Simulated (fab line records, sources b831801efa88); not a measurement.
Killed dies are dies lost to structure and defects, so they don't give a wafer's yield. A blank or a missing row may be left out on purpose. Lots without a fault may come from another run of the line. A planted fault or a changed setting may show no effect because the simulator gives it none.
Which tool did it? | flow sfq_line | 15 lots, 45 wafers sampled, at 4 steps of a route of 325

WHAT THE GAUGES READ, wafer by wafer
SFQ_INCOMING_BOW_MEAS_900. Usual: INCOMING_BOW -1 um, standard deviation 6.5.
lot  | measured    | on            | INCOMING_BOW (um) | flag
L109 | day 1 10:00 | film_metro-01 | -11 3 -4          |
L112 | day 2 01:01 | film_metro-01 | -9 -3 2           |
L113 | day 2 06:01 | film_metro-03 | -1 3 -6           |
L114 | day 2 11:00 | film_metro-01 | 3 6 0             |
L115 | day 2 16:00 | film_metro-01 | 8 -2 7            |
L116 | day 2 21:00 | film_metro-01 | -3 -5 -6          |
L118 | day 3 07:02 | film_metro-03 | 8 -1 -8           |
L119 | day 3 12:00 | film_metro-03 | 2 2 -8            |
L123 | day 4 08:00 | film_metro-04 | 0 -6 3            |
L125 | day 4 18:00 | film_metro-01 | 12 -9 5           |
L126 | day 4 23:00 | film_metro-03 | 7 8 -16           |
L127 | day 5 04:02 | film_metro-01 | 11 8 -11          |
L128 | day 5 09:02 | film_metro-04 | -4 5 7            |
L129 | day 5 14:02 | film_metro-03 | -3 -4 -6          |
L131 | day 6 00:00 | film_metro-03 | -1 0 -7           |

SFQ_I0_OVL_MEAS_908. Usual: I0_OVL -3 nm, standard deviation 4.2.
lot  | measured     | on         | I0_OVL (nm) | flag
L109 | day 17 16:22 | overlay-01 | -2 -5 -6    |
L112 | day 19 00:54 | overlay-02 | 0 -1 4      |
L113 | day 19 18:27 | overlay-01 | -6 -4 -1    |
L114 | day 20 06:27 | overlay-01 | -4 -1 -6    |
L115 | day 21 06:27 | overlay-01 | -10 -11 -8  |
L116 | day 21 14:51 | overlay-02 | -5 -6 1     |
L118 | day 22 11:16 | overlay-01 | -4 -6 2     |
L119 | day 23 00:27 | overlay-01 | -6 -7 -8    |
L123 | day 24 05:22 | overlay-01 | 5 5 5       |
L125 | day 25 06:49 | overlay-02 | 1 -9 -2     |
L126 | day 25 10:25 | overlay-01 | 1 0 2       |
L127 | day 25 18:50 | overlay-01 | 0 1 -1      |
L128 | day 25 22:26 | overlay-02 | -2 2 -2     |
L129 | day 26 03:32 | overlay-01 | -3 -3 -1    |
L131 | day 27 05:35 | overlay-02 | 1 -4 -5     |

SFQ_M1_RS_MEAS_909: measures by four-point-probe. Usual: M1_NB_RS 0.888 ohm/sq, standard deviation 0.0097.
lot  | measured     | on            | M1_NB_RS (ohm/sq) | flag
L109 | day 17 17:28 | film_metro-03 | 0.870 0.888 0.875 |
L112 | day 19 02:38 | film_metro-03 | 0.876 0.872 0.881 |
L113 | day 19 19:49 | film_metro-01 | 0.442 0.445 0.446 | OFF
L114 | day 20 07:32 | film_metro-03 | 0.878 0.890 0.896 |
L115 | day 21 07:32 | film_metro-03 | 0.880 0.897 0.898 |
L116 | day 21 15:57 | film_metro-01 | 0.893 0.887 0.891 |
L118 | day 22 12:48 | film_metro-01 | 0.437 0.440 0.440 | OFF
L119 | day 23 02:10 | film_metro-04 | 0.447 0.441 0.443 | OFF
L123 | day 24 06:40 | film_metro-03 | 0.907 0.899 0.908 |
L125 | day 25 08:31 | film_metro-01 | 0.887 0.891 0.882 |
L126 | day 25 12:07 | film_metro-04 | 0.879 0.881 0.891 |
L127 | day 25 19:57 | film_metro-01 | 0.900 0.905 0.899 |
L128 | day 25 23:33 | film_metro-03 | 0.896 0.885 0.902 |
L129 | day 26 04:38 | film_metro-03 | 0.902 0.903 0.900 |
L131 | day 27 06:41 | film_metro-03 | 0.866 0.871 0.870 |

WHICH TOOL RAN EACH LOT (tool, then ch and the chambers of the sampled wafers, then the start)
lot  | SFQ_TRILAYER_M1_DEP_SPUTTER_037
L109 | pvd_sputter-03, day 17 17:22
L112 | pvd_sputter-03, day 19 02:30
L113 | pvd_sputter-06, day 19 19:26
L114 | pvd_sputter-03, day 20 07:26
L115 | pvd_sputter-03, day 21 07:26
L116 | pvd_sputter-06, day 21 15:52
L118 | pvd_sputter-06, day 22 12:25
L119 | pvd_sputter-04, day 23 01:49
L123 | pvd_sputter-03, day 24 06:34
L125 | pvd_sputter-04, day 25 08:25
L126 | pvd_sputter-03, day 25 12:01
L127 | pvd_sputter-04, day 25 19:49
L128 | pvd_sputter-03, day 25 23:25
L129 | pvd_sputter-04, day 26 04:31
L131 | pvd_sputter-06, day 27 06:35
- SFQ_TRILAYER_M1_DEP_SPUTTER_037: material Nb, target thk 200 nm, time 133.3 s.

WHAT THE TOOLS THEMSELVES READ (means of the sampled wafers that have a number; where no wafer has one, the mark that the record gives instead)
SFQ_TRILAYER_M1_DEP_SPUTTER_037. Usual: throttle_valve_pct 30.2 %, standard deviation 1.
lot  | tool           | throttle_valve_pct (%) | flag
L109 | pvd_sputter-03 | 30.3                   |
L112 | pvd_sputter-03 | 30.4                   |
L113 | pvd_sputter-06 | 30.4                   |
L114 | pvd_sputter-03 | 30.6                   |
L115 | pvd_sputter-03 | 30.2                   |
L116 | pvd_sputter-06 | 29.7                   |
L118 | pvd_sputter-06 | 30.9                   |
L119 | pvd_sputter-04 | 28.8                   |
L123 | pvd_sputter-03 | 30.4                   |
L125 | pvd_sputter-04 | 29.4                   |
L126 | pvd_sputter-03 | 30.3                   |
L127 | pvd_sputter-04 | 29.6                   |
L128 | pvd_sputter-03 | 30.2                   |
L129 | pvd_sputter-04 | 29.6                   |
L131 | pvd_sputter-06 | 30.9                   |

THE ANSWER, worked out from the rows above alone
Rule: a lot is off if the mean of its wafers that have a number lies more than 3 standard deviations from the usual mean. A lot without any number at a reading at which 4 lots or more have one is off too. The other lots that the step has rows for count as sound. The gauges are gone through in route order, then the tools' own readings, and for those a lot's mean is taken as printed above. The first step at which some lot is off is used, and at that step the reading that is off furthest; a lot without a number counts as furthest.
Off: L113, L118, L119, at SFQ_M1_RS_MEAS_909 (M1_NB_RS).
A tool fits if, at a process step before that reading, it ran every lot that is off, and no sound lot after the first of them. The gauges at SFQ_M1_RS_MEAS_909 are tried like those tools. None of those tried fits.

WHAT THE SIMULATOR HAD PUT IN
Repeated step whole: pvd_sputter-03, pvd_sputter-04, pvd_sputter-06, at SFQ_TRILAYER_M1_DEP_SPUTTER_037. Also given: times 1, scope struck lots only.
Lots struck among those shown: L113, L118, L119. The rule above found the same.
